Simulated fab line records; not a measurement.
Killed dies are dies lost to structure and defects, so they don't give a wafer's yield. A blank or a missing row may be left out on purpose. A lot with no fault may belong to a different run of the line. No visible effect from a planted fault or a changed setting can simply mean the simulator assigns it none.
Chamber matching ; flow gf180mcu ; 4 sister chambers for GF_CONTACT_CMP_04 on cmp-01
The step polishes SiO2. 4 wafers are shown with their chamber, then 7 later ones without.

## WAFERS WITH THEIR CHAMBER
wafer;chamber;motorCurrentA (A)
L949.3;0;13.0
L949.6;3;14.2
L951.1;2;12.3
L951.2;1;12.2

## WAFERS WHOSE CHAMBER IS MISSING
wafer;motorCurrentA (A)
L951.4;13.0
L953.1;14.1
L953.4;11.7
L953.6;11.4
L956.2;12.1
L956.3;12.8
L956.6;13.5

## CHAMBER TAKEN BY EACH
wafer;from the rows above;in truth
L951.4;can't be placed: 0 or 2 or 1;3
L953.1;3;3
L953.4;can't be placed: 1 or 2 or 0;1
L953.6;can't be placed: 1 or 2 or 0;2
L956.2;can't be placed: 1 or 2 or 0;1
L956.3;can't be placed: 0 or 2 or 1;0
L956.6;can't be placed: 0 or 3 or 2 or 1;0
Correctly placed: 1 of 7. Can't be placed from these rows: 6 (the true chamber is among the candidates in 5). Number placed wrongly: 0.
How it was worked out, from the rows above alone: a wafer's distance from a chamber is the root of the sum, over the readings, of the square of ((its reading less the chamber's mean) divided by the reading's scatter). The wafer belongs to the nearest chamber; if the next one is less than 2 further off, it can't be placed. A chamber's mean is the mean of its shown wafers. The scatter: root of mean squared gap, hidden wafer to nearest shown wafer, with one shown wafer a chamber.
